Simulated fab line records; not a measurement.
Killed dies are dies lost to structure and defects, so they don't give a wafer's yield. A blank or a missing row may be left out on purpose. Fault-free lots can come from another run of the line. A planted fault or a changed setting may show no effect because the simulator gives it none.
One fault through the eyes of 2 desks | flow gf180mcu | each desk holds nothing but its own numbers, with what lay behind them at the end

== METROLOGY DESK ==
What the gauges read for every lot (on any tool): the sampled wafers with a number, averaged. A lot is out of limits, marked OUT, if its mean lies more than 4 standard deviations from the usual mean; the brackets give that distance.
Columns: A = cd-nm at GF_M2_CD_MEAS_14, usual 279.9 nm
lot  | first seen here | A
L230 | day 19 10:37    | 280.6
L231 | day 20 10:42    | 279.9
L233 | day 21 01:31    | 278.6
L232 | day 21 06:07    | 280.1
L234 | day 21 13:51    | 279.5
L235 | day 21 18:46    | 280.8
L236 | day 22 08:54    | 280.8
L238 | day 23 06:14    | 280.4
L242 | day 24 07:30    | 278.4
L244 | day 24 17:58    | 234.4 (-38) OUT
L245 | day 25 04:12    | 250.2 (-25) OUT
This desk's finding: out of limits on L244, L245; first on L244, day 24 17:58 (cd-nm at GF_M2_CD_MEAS_14). Within limits: L230, L231, L233, L232, L234, L235, L236, L238, L242.

== TOOL OWNER'S DESK, krf-scanner-01 ==
The tool's own readings at GF_M2_EXPOSE_11 (exposes mask Metal2, target cd 280 nm): means of the sampled wafers that have a number, for each lot that ran on this tool. A lot is out of limits, marked OUT, if its mean lies more than 4 standard deviations from the usual mean; the brackets give that distance.
Columns: A = focus-offset-nm at GF_M2_EXPOSE_11, usual 0.1 nm
lot  | first seen here | A
L231 | day 19 22:50    | 0.7
L234 | day 21 02:26    | 0.1
L235 | day 21 06:43    | 0.4
L238 | day 22 18:37    | -0.6
L244 | day 24 07:35    | 0.2
L245 | day 24 17:08    | 0.3
This desk's finding: nothing out of limits on any of the 6 lots.

== BROUGHT TOGETHER ==
At day 24 17:58 the metrology desk could have sounded an alarm, on L244, L245.
Nothing out of limits was seen by the tool owner's desk.
Tool owner's desk: L244, L245 on record, inside its limits.
All the named lots went through GF_M2_EXPOSE_11 on krf-scanner-01.

== WHAT THE SIMULATOR HAD PUT IN ==
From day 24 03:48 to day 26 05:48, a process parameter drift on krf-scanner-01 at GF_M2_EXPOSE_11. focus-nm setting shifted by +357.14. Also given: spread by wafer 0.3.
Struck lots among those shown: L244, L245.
Per desk, hours elapsed from the start of the fault to the first reading out of limits: for the metrology desk, 14.
